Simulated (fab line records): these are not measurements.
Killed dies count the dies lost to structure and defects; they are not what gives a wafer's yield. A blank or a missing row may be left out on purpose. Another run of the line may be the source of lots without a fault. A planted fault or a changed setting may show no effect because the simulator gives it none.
fab line records -- flow sfq-line
record: lots: 6, wafers: 18, last-day: 92
route steps=325 shown I1@77 M2@88 I2@103 M3@118 M8@325
lots untouched by any fault: they come from a run of this same line in which no faults occurred
start-h: hours from the record's first day to the start of the lot's first wafer shown -- wait-h: time in hours since the lot's previous step -- " the same as in the row above -- L1.1+2: several wafers, shown together as one row -- - no value, or no start given -- * or withheld: withheld -- < > ~ a bound
route shown NAME@n: NAME is a module with steps in the file, n the number in the route of the first one -- usual: average and standard deviation across the fault-free wafers -- same: alike in all rows -- chamber/n: place in a boat -- sites: per-site readings -- _std_site: standard deviation of those values -- _edge_site: the outer-site mean with the inner-site mean subtracted -- radius-mm: for every site, how far away it sits from the centre of the wafer -- mask NAME#n: copy n -- behind: the last tool/chamber to shape the wafer -- hold: reason for holding the lot/hours on hold/outcome of the hold -- device: which transistor (n, p or np) failed to switch -- end of line: tests run on the same wafers once the route is complete -- a step with no rows: only its recipe -- killed: not the wafer's yield, but the dies lost to structure and defects at the first sort -- map: the dies of a wafer, with x for killed, . for not killed, _ for no die there
set.NAME: the setting that was run; set.NAME@STEP: the one run at that earlier step -- model.NAME: the simulator's own value behind a step, which no gauge read
certain route steps with their lots: each step a table, each wafer a row
services: from which hour (start-h, from the record's first day; less than 0 if before it) a tool's chamber was out of use, for how many hours, and why
== steps ==
step: SFQ_TRILAYER_I1_VIA_LITHO_COAT_054
recipe: resist: BARC, spin-rpm: 3000, resist-thk-nm: 62
step: SFQ_TRILAYER_I1_VIA_LITHO_COAT_049
recipe: resist: KrF, spin-rpm: 3000, resist-thk-nm: 650
step: SFQ_TRILAYER_I1_VIA_LITHO_SOFTBAKE_053
recipe: temp-c: withheld, time-s: withheld, resist: KrF
step: SFQ_TRILAYER_I1_VIA_LITHO_EXPOSE_050
recipe: mask-id: I1, na: 0.6, source-shape: conventional, sigma-outer: 0.65, target-cd-nm: 500, dose-mj: 21.3
step: SFQ_TRILAYER_I1_VIA_LITHO_PEB_052
recipe: peb-temp-c: 115, peb-time-s: 60, resist: KrF
step: SFQ_TRILAYER_I1_VIA_LITHO_DEVELOP_051
recipe: time-s: 60, resist: KrF
step: SFQ_I1_OVL_MEAS_913
usual: I1_OVL: -3/5.3
lot.wafer,tool,chamber,start-h,wait-h,I1_OVL[nm]
L415.1,overlay-02,-,403.94,0.1,-4
L415.3,overlay-02,-,403.94,0.1,-9
L415.4,overlay-02,-,403.94,0.1,-3
L418.1,overlay-02,-,424.34,0.1,-5
L418.2,overlay-02,-,424.34,0.1,-3
L418.3,overlay-02,-,424.34,0.1,-3
L427.1,overlay-01,-,504.75,0.1,-13
L427.2,overlay-01,-,504.75,0.1,-2
L427.6,overlay-01,-,504.75,0.1,-4
L428.1,overlay-01,-,515.55,0.1,-12
L428.2,overlay-01,-,515.55,0.1,-7
L428.4,overlay-01,-,515.55,0.1,-8
L434.2,overlay-02,-,582.80,0.1,-2
L434.4,overlay-02,-,582.80,0.1,-4
L434.6,overlay-02,-,582.80,0.1,-1
L436.1,overlay-01,-,605.14,0.1,-1
L436.2,overlay-01,-,605.14,0.1,-2
L436.6,overlay-01,-,605.14,0.1,-2
step: SFQ_TRILAYER_I1_VIA_BARC_OPEN_VIA_ETCH_071
recipe: mask-material: PR, chemistry: O2, target-depth-nm: 125, target: BARC, source-w: 500, bias-w: 80, pressure-mtorr: 30, time-s: 41.7
step: SFQ_TRILAYER_I1_VIA_ETCH_VIA_ETCH_052
recipe: target: SiO2, stop-on: Nb, mask-material: PR, taper-deg: 20, chemistry: CHF3, target-depth-nm: 260, source-w: 500, bias-w: 80, pressure-mtorr: 30, time-s: withheld
step: SFQ_TRILAYER_I1_VIA_STRIP_STRIP_053
recipe: gas: O2, power-w: 200, platen-temp-c: 40, overash-fraction: 0.65, chemistry: O2, pressure-mtorr: 50
step: SFQ_TRILAYER_I1_VIA_STRIP_SOLV_CLEAN_054
recipe: chemistry: NMP, temp-c: 70, time-s: 600
step: SFQ_TRILAYER_M2_DEP_PRE_CLEAN_056
recipe: gas: Ar, time-s: 22.5, bias-v: 250
step: SFQ_TRILAYER_M2_DEP_SPUTTER_055
recipe: material: Nb, base-pressure-pa: 1.33e-06, chamber-pressure-pa: 0.1333, substrate-temp-c: 20, resputter-cathode-voltage-v: 400, target-thk-nm: 200, power-w: 2000, time-s: 133.3
usual: throttle-valve-pct: 30.1/1.1
lot.wafer,tool,chamber,start-h,wait-h,throttle-valve-pct,model.Nb_of_TRILAYER_M2_DEP_SPUTTER_055.thk-nm
L415.1,pvd-sputter-05,-,404.93,0.0,28.5,196.8
L415.3,pvd-sputter-05,-,404.93,0.0,29.9,199.5
L415.4,pvd-sputter-05,-,404.93,0.0,31.0,201.1
L418.1,pvd-sputter-04,-,425.35,0.0,31.0,197.8
L418.2,pvd-sputter-04,-,425.35,0.0,29.2,196
L418.3,pvd-sputter-04,-,425.35,0.0,31.4,200.6
L427.1,pvd-sputter-04,-,505.74,0.0,30.9,230.9
L427.2,pvd-sputter-04,-,505.74,0.0,31.1,233.9
L427.6,pvd-sputter-04,-,505.74,0.0,29.2,232.5
L428.1,pvd-sputter-04,-,516.56,0.0,31.4,235.4
L428.2,pvd-sputter-04,-,516.56,0.0,29.0,232.4
L428.4,pvd-sputter-04,-,516.56,0.0,31.1,235.3
L434.2,pvd-sputter-05,-,583.79,0.0,31.1,200.7
L434.4,pvd-sputter-05,-,583.79,0.0,31.0,203
L434.6,pvd-sputter-05,-,583.79,0.0,31.2,203.4
L436.1,pvd-sputter-04,-,606.31,0.0,29.1,194.6
L436.2,pvd-sputter-04,-,606.31,0.0,30.9,198.3
L436.6,pvd-sputter-04,-,606.31,0.0,31.3,198.3
step: SFQ_M2_RS_MEAS_914
recipe: thk-meas-gauge: four-point-probe, reads: Nb_of_TRILAYER_M2_DEP_SPUTTER_055
usual: M2_NB_RS: 0.896/0.0097
lot.wafer,tool,chamber,start-h,wait-h,M2_NB_RS[ohm/sq]
L415.1,film-metro-01,-,405.02,0.0,0.904
L415.3,film-metro-01,-,405.02,0.0,0.891
L415.4,film-metro-01,-,405.02,0.0,0.883
L418.1,film-metro-03,-,425.44,0.0,0.902
L418.2,film-metro-03,-,425.44,0.0,0.908
L418.3,film-metro-03,-,425.44,0.0,0.888
L427.1,film-metro-01,-,505.83,0.0,0.769
L427.2,film-metro-01,-,505.83,0.0,0.759
L427.6,film-metro-01,-,505.83,0.0,0.764
L428.1,film-metro-03,-,516.65,0.0,0.755
L428.2,film-metro-03,-,516.65,0.0,0.765
L428.4,film-metro-03,-,516.65,0.0,0.755
L434.2,film-metro-03,-,583.90,0.1,0.887
L434.4,film-metro-03,-,583.90,0.1,0.878
L434.6,film-metro-03,-,583.90,0.1,0.876
L436.1,film-metro-03,-,606.40,0.0,0.916
L436.2,film-metro-03,-,606.40,0.0,0.898
L436.6,film-metro-03,-,606.40,0.0,0.897
step: SFQ_TRILAYER_M2_LITHO_COAT_062
recipe: resist: BARC, spin-rpm: 3000, resist-thk-nm: 62
step: SFQ_TRILAYER_M2_LITHO_COAT_057
recipe: resist: KrF, spin-rpm: 3000, resist-thk-nm: 600
step: SFQ_TRILAYER_M2_LITHO_SOFTBAKE_061
recipe: temp-c: withheld, time-s: withheld, resist: KrF
step: SFQ_TRILAYER_M2_LITHO_EXPOSE_058
recipe: mask-id: M2, na: 0.6, source-shape: conventional, sigma-outer: 0.65, target-cd-nm: 500, dose-mj: 14.4
step: SFQ_TRILAYER_M2_LITHO_PEB_060
recipe: peb-temp-c: 115, peb-time-s: 60, resist: KrF
step: SFQ_TRILAYER_M2_LITHO_DEVELOP_059
recipe: time-s: 60, resist: KrF
step: SFQ_M2_OVL_MEAS_916
usual: M2_OVL: -1/6.7
lot.wafer,tool,chamber,start-h,wait-h,M2_OVL[nm]
L415.1,overlay-01,-,536.40,0.1,0
L415.3,overlay-01,-,536.40,0.1,-5
L415.4,overlay-01,-,536.40,0.1,11
L418.1,overlay-01,-,560.64,0.1,10
L418.2,overlay-01,-,560.64,0.1,6
L418.3,overlay-01,-,560.64,0.1,-1
L427.1,overlay-02,-,652.64,0.1,10
L427.2,overlay-02,-,652.64,0.1,7
L427.6,overlay-02,-,652.64,0.1,-1
L428.1,overlay-02,-,665.84,0.1,-7
L428.2,overlay-02,-,665.84,0.1,-4
L428.4,overlay-02,-,665.84,0.1,1
L434.2,overlay-01,-,734.02,0.1,4
L434.4,overlay-01,-,734.02,0.1,4
L434.6,overlay-01,-,734.02,0.1,1
L436.1,overlay-02,-,767.77,0.1,0
L436.2,overlay-02,-,767.77,0.1,0
L436.6,overlay-02,-,767.77,0.1,2
step: SFQ_TRILAYER_M2_BARC_OPEN_METAL_ETCH_077
recipe: mask-material: PR, chemistry: O2, target-depth-nm: 125, target: BARC, icp-w: 600, bias-w: 80, pressure-mtorr: 10, time-s: 41.7
usual: bias-w: 80.00/0.26, drypump-motor-current-A: 5.92/0.26, oes-product-au: 0.685/0.0042
lot.wafer,tool,chamber,start-h,wait-h,bias-w,drypump-motor-current-A,oes-product-au,rf-hours-counter-h
L415.1,rie-metal-04,0,536.44,0.0,80.13,5.76,0.680,57
L415.3,rie-metal-04,0,536.44,0.0,80.53,5.77,0.680,-
L415.4,rie-metal-04,1,536.44,0.0,80.11,6.19,0.686,-
L418.1,rie-metal-04,1,560.68,0.0,80.14,6.15,0.689,26
L418.2,rie-metal-04,0,560.68,0.0,79.77,5.76,0.687,61
L418.3,rie-metal-04,1,560.68,0.0,80.19,6.14,0.688,-
L427.1,rie-metal-02,0,652.67,0.0,79.84,5.47,0.671,12
L427.2,rie-metal-02,1,652.67,0.0,79.89,6.31,0.681,69
L427.6,rie-metal-02,0,652.67,0.0,79.94,5.48,0.683,-
L428.1,rie-metal-02,1,665.87,0.0,80.05,6.32,0.690,71
L428.2,rie-metal-02,0,665.87,0.0,80.11,5.47,0.692,14
L428.4,rie-metal-02,1,665.87,0.0,79.82,6.30,0.680,-
L434.2,rie-metal-03,1,734.05,0.0,80.02,5.75,0.677,55
L434.4,rie-metal-03,0,734.05,0.0,80.24,5.90,0.686,-
L434.6,rie-metal-03,0,734.05,0.0,79.95,5.90,0.685,-
L436.1,rie-metal-03,0,767.81,0.0,80.30,5.89,0.690,98
L436.2,rie-metal-03,1,767.81,0.0,79.82,5.76,0.689,61
L436.6,rie-metal-03,1,767.81,0.0,79.89,5.75,0.687,-
step: SFQ_TRILAYER_M2_ETCH_METAL_ETCH_060
recipe: target: Nb, stop-on: SiO2, mask-material: PR, chemistry: Cl2/Ar, target-depth-nm: 240, icp-w: 600, bias-w: 80, pressure-mtorr: 10, time-s: 120
usual: bias-w: 80.02/0.26, drypump-motor-current-A: 5.91/0.26, oes-product-au: 0.891/0.0069
lot.wafer,tool,chamber,start-h,wait-h,bias-w,drypump-motor-current-A,oes-product-au,rf-hours-counter-h
L415.1,rie-metal-04,0,536.50,0.0,80.00,5.76,0.882,57
L415.3,rie-metal-04,0,536.50,0.0,80.02,5.76,0.892,-
L415.4,rie-metal-04,1,536.50,0.0,79.79,6.18,0.894,-
L418.1,rie-metal-04,1,560.74,0.0,79.86,6.17,0.887,27
L418.2,rie-metal-04,0,560.74,0.0,80.15,5.79,0.885,61
L418.3,rie-metal-04,1,560.74,0.0,80.10,6.20,0.893,-
L427.1,rie-metal-02,0,652.73,0.0,79.74,5.48,0.973,12
L427.2,rie-metal-02,1,652.73,0.0,79.94,6.30,0.974,69
L427.6,rie-metal-02,0,652.73,0.0,80.14,5.48,0.969,-
L428.1,rie-metal-02,1,665.93,0.0,79.87,6.29,0.997,71
L428.2,rie-metal-02,0,665.93,0.0,79.48,5.47,0.973,14
L428.4,rie-metal-02,1,665.93,0.0,79.86,6.28,0.986,-
L434.2,rie-metal-03,1,734.11,0.0,79.86,5.75,0.896,55
L434.4,rie-metal-03,0,734.11,0.0,80.14,5.88,0.901,-
L434.6,rie-metal-03,0,734.11,0.0,80.03,5.92,0.898,-
L436.1,rie-metal-03,0,767.86,0.0,80.26,5.88,0.881,98
L436.2,rie-metal-03,1,767.86,0.0,79.63,5.75,0.894,61
L436.6,rie-metal-03,1,767.86,0.0,79.52,5.74,0.887,-
step: SFQ_TRILAYER_M2_STRIP_STRIP_061
recipe: gas: O2, power-w: 200, platen-temp-c: 40, overash-fraction: 0.65, chemistry: O2, pressure-mtorr: 50
usual: drypump-motor-current-A: 5.92/0.26, oes-product-au: 1.004/0.009
lot.wafer,tool,chamber,start-h,wait-h,drypump-motor-current-A,oes-product-au,rf-hours-counter-h
L415.1,rie-metal-04,0,536.62,0.1,5.79,1.005,57
L415.3,rie-metal-04,0,536.62,0.1,5.77,1.014,-
L415.4,rie-metal-04,1,536.62,0.1,6.20,1.009,-
L418.1,rie-metal-04,1,560.86,0.1,6.14,1.006,27
L418.2,rie-metal-04,0,560.86,0.1,5.78,1.010,61
L418.3,rie-metal-04,1,560.86,0.1,6.14,1.000,-
L427.1,rie-metal-02,0,652.86,0.1,5.49,0.996,12
L427.2,rie-metal-02,1,652.86,0.1,6.30,0.995,69
L427.6,rie-metal-02,0,652.86,0.1,5.47,0.994,-
L428.1,rie-metal-02,1,666.06,0.1,6.31,1.025,71
L428.2,rie-metal-02,0,666.06,0.1,5.46,1.008,14
L428.4,rie-metal-02,1,666.06,0.1,6.31,1.004,-
L434.2,rie-metal-03,1,734.23,0.1,5.75,1.006,55
L434.4,rie-metal-03,0,734.23,0.1,5.90,0.993,-
L434.6,rie-metal-03,0,734.23,0.1,5.90,1.000,-
L436.1,rie-metal-03,0,767.99,0.1,5.90,0.990,98
L436.2,rie-metal-03,1,767.99,0.1,5.73,1.001,62
L436.6,rie-metal-03,1,767.99,0.1,5.75,1.004,-
step: SFQ_TRILAYER_M2_STRIP_SOLV_CLEAN_062
recipe: chemistry: NMP, temp-c: 70, time-s: 600
step: SFQ_TRILAYER_I2_DEP_PECVD_063
recipe: material: SiO2, temp-c: 150, time-s: 111.11, pressure-torr: 2.4, rf-w: 183.3, precursor: SiH4/N2O, target-thk-nm: 500
usual: heater-power-w: 86/17, susceptor-temp-C: 149.99/0.12, throttle-valve-pct: 24.8/1.4
lot.wafer,tool,chamber,start-h,wait-h,heater-power-w,susceptor-temp-C,throttle-valve-pct
L415.1,pecvd-04,0,537.40,0.0,58,149.88,24.2
L415.3,pecvd-04,1,537.40,0.0,55,150.11,27.0
L415.4,pecvd-04,2,537.40,0.0,88,149.89,23.5
L418.1,pecvd-02,2,561.64,0.0,83,150.11,24.7
L418.2,pecvd-02,0,561.64,0.0,100,150.05,24.5
L418.3,pecvd-02,1,561.64,0.0,110,149.85,27.3
L427.1,pecvd-03,2,653.63,0.0,96,150.06,24.7
L427.2,pecvd-03,1,653.63,0.0,66,150.15,23.2
L427.6,pecvd-03,1,653.63,0.0,69,150.13,23.2
L428.1,pecvd-02,1,666.83,0.0,122,150.38,27.1
L428.2,pecvd-02,2,666.83,0.0,80,149.97,24.9
L428.4,pecvd-02,0,666.83,0.0,101,150.02,24.6
L434.2,pecvd-03,0,735.01,0.0,81,149.91,26.1
L434.4,pecvd-03,0,735.01,0.0,85,149.85,25.9
L434.6,pecvd-03,1,735.01,0.0,73,150.04,23.3
L436.1,pecvd-02,2,768.76,0.0,82,149.99,24.6
L436.2,pecvd-02,0,768.76,0.0,97,150.01,24.4
L436.6,pecvd-02,0,768.76,0.0,97,150.02,24.4
step: SFQ_TRILAYER_I2_CMP_CMP_064
recipe: material: SiO2, down-force-psi: 3, platen-rpm: 60, pad-velocity-m-s: 0.94248
step: SFQ_I2_BOW_MEAS_917
recipe: mode: bow
usual: I2_BOW: 2/7.7
lot.wafer,tool,chamber,start-h,wait-h,I2_BOW[um]
L415.1,film-metro-03,-,558.42,2.0,0
L415.3,film-metro-03,-,558.42,2.0,0
L415.4,film-metro-03,-,558.42,2.0,-4
L418.1,film-metro-03,-,578.83,2.5,-10
L418.2,film-metro-03,-,578.83,2.5,-9
L418.3,film-metro-03,-,578.83,2.5,-3
L427.1,film-metro-02,-,662.92,2.0,-2
L427.2,film-metro-02,-,662.92,2.0,7
L427.6,film-metro-02,-,662.92,2.0,1
L428.1,film-metro-04,-,671.75,2.0,4
L428.2,film-metro-04,-,671.75,2.0,0
L428.4,film-metro-04,-,671.75,2.0,-6
L434.2,film-metro-03,-,738.10,2.0,-1
L434.4,film-metro-03,-,738.10,2.0,9
L434.6,film-metro-03,-,738.10,2.0,12
L436.1,film-metro-04,-,774.48,2.5,-8
L436.2,film-metro-04,-,774.48,2.5,2
L436.6,film-metro-04,-,774.48,2.5,-1
step: SFQ_TRILAYER_I2_METRO_MEASURE_065
usual: thk-nm: 199.9/1
lot.wafer,tool,chamber,start-h,wait-h,thk-nm
L415.1,film-metro-03,-,558.54,0.1,198.5
L415.3,film-metro-03,-,558.54,0.1,200.2
L415.4,film-metro-03,-,558.54,0.1,198.4
L418.1,film-metro-03,-,578.95,0.1,200.5
L418.2,film-metro-03,-,578.95,0.1,201.0
L418.3,film-metro-03,-,578.95,0.1,199.8
L427.1,film-metro-02,-,663.04,0.1,201.1
L427.2,film-metro-02,-,663.04,0.1,200.9
L427.6,film-metro-02,-,663.04,0.1,200.7
L428.1,film-metro-04,-,671.87,0.1,199.1
L428.2,film-metro-04,-,671.87,0.1,200.4
L428.4,film-metro-04,-,671.87,0.1,198.7
L434.2,film-metro-03,-,738.40,0.3,200.8
L434.4,film-metro-03,-,738.40,0.3,201.0
L434.6,film-metro-03,-,738.40,0.3,201.2
L436.1,film-metro-04,-,774.60,0.1,199.7
L436.2,film-metro-04,-,774.60,0.1,200.3
L436.6,film-metro-04,-,774.60,0.1,198.5
step: SFQ_TRILAYER_I2_VIA_LITHO_COAT_072
recipe: resist: BARC, spin-rpm: 3000, resist-thk-nm: 62
step: SFQ_TRILAYER_I2_VIA_LITHO_COAT_067
recipe: resist: KrF, spin-rpm: 3000, resist-thk-nm: 650
step: SFQ_TRILAYER_I2_VIA_LITHO_SOFTBAKE_071
recipe: temp-c: withheld, time-s: withheld, resist: KrF
step: SFQ_TRILAYER_I2_VIA_LITHO_EXPOSE_068
recipe: mask-id: I2, na: 0.6, source-shape: conventional, sigma-outer: 0.65, target-cd-nm: 500, dose-mj: 21.3
step: SFQ_TRILAYER_I2_VIA_LITHO_PEB_070
recipe: peb-temp-c: 115, peb-time-s: 60, resist: KrF
step: SFQ_TRILAYER_I2_VIA_LITHO_DEVELOP_069
recipe: time-s: 60, resist: KrF
step: SFQ_I2_OVL_MEAS_918
usual: I2_OVL: -2/5.3
lot.wafer,tool,chamber,start-h,wait-h,I2_OVL[nm]
L415.1,overlay-02,-,708.09,0.1,3
L415.3,overlay-02,-,708.09,0.1,1
L415.4,overlay-02,-,708.09,0.1,-5
L418.1,overlay-01,-,731.61,0.1,-3
L418.2,overlay-01,-,731.61,0.1,-1
L418.3,overlay-01,-,731.61,0.1,5
L427.1,overlay-01,-,828.60,0.1,-8
L427.2,overlay-01,-,828.60,0.1,-4
L427.6,overlay-01,-,828.60,0.1,-7
L428.1,overlay-02,-,837.00,0.1,-7
L428.2,overlay-02,-,837.00,0.1,-1
L428.4,overlay-02,-,837.00,0.1,-2
L434.2,overlay-01,-,900.61,0.1,14
L434.4,overlay-01,-,900.61,0.1,4
L434.6,overlay-01,-,900.61,0.1,10
L436.1,overlay-01,-,925.93,0.1,-2
L436.2,overlay-01,-,925.93,0.1,1
L436.6,overlay-01,-,925.93,0.1,0
step: SFQ_TRILAYER_I2_VIA_BARC_OPEN_VIA_ETCH_096
recipe: mask-material: PR, chemistry: O2, target-depth-nm: 125, target: BARC, source-w: 500, bias-w: 80, pressure-mtorr: 30, time-s: 41.7
step: SFQ_TRILAYER_I2_VIA_ETCH_VIA_ETCH_070
recipe: target: SiO2, stop-on: Nb, mask-material: PR, taper-deg: 20, chemistry: CHF3, target-depth-nm: 260, source-w: 500, bias-w: 80, pressure-mtorr: 30, time-s: withheld
step: SFQ_TRILAYER_I2_VIA_STRIP_STRIP_071
recipe: gas: O2, power-w: 200, platen-temp-c: 40, overash-fraction: 0.65, chemistry: O2, pressure-mtorr: 50
usual: drypump-motor-current-A: 5.78/0.23, oes-product-au: 1.002/0.0079
lot.wafer,tool,chamber,start-h,wait-h,drypump-motor-current-A,oes-product-au,rf-hours-counter-h
L415.1,rie-metal-04,1,708.28,-,6.16,1.009,45
L415.3,rie-metal-04,1,708.28,-,6.15,1.003,-
L415.4,rie-metal-04,0,708.28,-,5.77,1.003,-
L418.1,rie-metal-01,0,731.80,-,5.50,1.004,119
L418.2,rie-metal-01,1,731.80,-,5.46,1.004,79
L418.3,rie-metal-01,1,731.80,-,5.43,1.002,-
L427.1,rie-metal-04,0,828.79,-,5.82,1.007,97
L427.2,rie-metal-04,1,828.79,-,6.19,1.017,63
L427.6,rie-metal-04,0,828.79,-,5.79,1.003,-
L428.1,rie-metal-03,1,837.19,-,5.76,1.005,69
L428.2,rie-metal-03,0,837.19,-,5.91,0.994,106
L428.4,rie-metal-03,0,837.19,-,5.89,0.994,-
L434.2,rie-metal-04,0,900.79,-,5.76,1.000,106
L434.4,rie-metal-04,0,900.79,-,5.79,1.003,-
L434.6,rie-metal-04,1,900.79,-,6.17,0.999,-
L436.1,rie-metal-03,0,926.12,-,5.87,1.002,116
L436.2,rie-metal-03,1,926.12,-,5.78,0.994,79
L436.6,rie-metal-03,0,926.12,-,5.89,0.996,-
step: SFQ_TRILAYER_I2_VIA_STRIP_SOLV_CLEAN_072
recipe: chemistry: NMP, temp-c: 70, time-s: 600
step: SFQ_TRILAYER_M3_DEP_PRE_CLEAN_074
recipe: gas: Ar, time-s: 22.5, bias-v: 250
step: SFQ_M8_BOW_MEAS_951
recipe: mode: bow
usual: M8_BOW: 7/11
lot.wafer,tool,chamber,start-h,wait-h,M8_BOW[um],model.etest.m2.ohm-um,model.etest.i1.link-ohm,model.etest.m2.ohm-sq,model.etest.i2.link-ohm
L415.1,film-metro-02,-,1908.26,0.0,12,1.802,1.989,0.9048,1.972
L415.3,film-metro-02,-,1908.26,0.0,11,1.775,1.973,0.8928,1.953
L415.4,film-metro-02,-,1908.26,0.0,8,1.764,1.963,0.8853,1.955
L418.1,film-metro-02,-,1938.54,0.0,-13,1.812,1.972,0.9004,1.97
L418.2,film-metro-02,-,1938.54,0.0,-12,1.816,1.974,0.9083,1.972
L418.3,film-metro-02,-,1938.54,0.0,-4,1.79,1.956,0.8879,1.966
L427.1,film-metro-02,-,2056.59,0.0,21,1.536,1.819,0.7711,1.851
L427.2,film-metro-02,-,2056.59,0.0,29,1.522,1.804,0.7613,1.83
L427.6,film-metro-02,-,2056.59,0.0,24,1.527,1.816,0.7659,1.857
L428.1,film-metro-02,-,2057.79,0.0,-5,1.496,1.801,0.7563,1.808
L428.2,film-metro-02,-,2057.79,0.0,-9,1.519,1.826,0.7661,1.829
L428.4,film-metro-02,-,2057.79,0.0,-14,1.504,1.802,0.7567,1.807
L434.2,film-metro-03,-,2189.12,0.0,5,1.776,1.95,0.8874,1.973
L434.4,film-metro-03,-,2189.12,0.0,14,1.761,1.94,0.8774,1.967
L434.6,film-metro-03,-,2189.12,0.0,18,1.755,1.938,0.8756,1.973
L436.1,film-metro-03,-,2196.85,0.0,-6,1.833,2.008,0.9152,1.982
L436.2,film-metro-03,-,2196.85,0.0,4,1.799,1.994,0.8978,1.984
L436.6,film-metro-03,-,2196.85,0.0,2,1.797,1.996,0.898,1.962
== services ==
tool,chamber,start-h,hours,kind
pecvd-02,-,399.12,1.1,repair
pvd-sputter-04,-,407.56,5.7,repair
film-metro-03,-,408.35,0.8,pm
rie-metal-02,1,412.77,21.5,repair
film-metro-03,-,433.84,0.2,pm
pecvd-02,-,442.35,14.6,pm
rie-metal-04,-,445.59,0.4,repair
rie-metal-03,0,500.40,8.5,repair
pecvd-02,-,528.09,5.5,pm
film-metro-03,-,567.86,0.9,pm
film-metro-03,-,582.19,0.4,pm
pvd-sputter-04,-,583.57,13.2,repair
pecvd-02,-,589.57,2.0,repair
film-metro-03,-,653.35,0.3,pm
rie-metal-02,-,688.64,14.6,pm
rie-metal-03,0,705.14,8.4,repair
pvd-sputter-04,-,768.68,20.8,repair
pecvd-02,-,785.74,106.0,repair
pecvd-02,0,807.65,6.8,repair
rie-metal-03,-,821.86,2.8,pm
pvd-sputter-04,-,828.63,9.4,repair
rie-metal-02,0,871.02,13.8,repair
rie-metal-02,1,891.52,1.6,repair
pvd-sputter-04,-,907.09,1.7,repair
== key ==
first-sign: step: SFQ_M2_RS_MEAS_914, reading: M2_NB_RS, direction: down, sigmas: 14, usual: 0.896, struck: 0.761
effect: step: SFQ_TRILAYER_M2_ETCH_METAL_ETCH_060, reading: oes-product-au, direction: up, sigmas: 13, usual: 0.891, struck: 0.979
model-effect: step: SFQ_TRILAYER_M2_DEP_SPUTTER_055, value: Nb_of_TRILAYER_M2_DEP_SPUTTER_055.thk-nm, without: 200, struck: 233.4
model-effect: step: SFQ_M8_BOW_MEAS_951, value: etest.m2.ohm-um, without: 1.771, struck: 1.517
met-at SFQ_TRILAYER_M2_DEP_SPUTTER_055
struck-wafers L427.1,L427.2,L427.6,L428.1,L428.2,L428.4
onset-between 425.35 505.74
fault: kind: process-parameter-drift, tool: pvd-sputter-04, chamber: -, onset-h: 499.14, steps: SFQ_TRILAYER_M2_DEP_SPUTTER_055, channel: target-thk-nm, offset: 33.428, shape: step, end-h: 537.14, acts-in: these-recipes-only, stated: 200
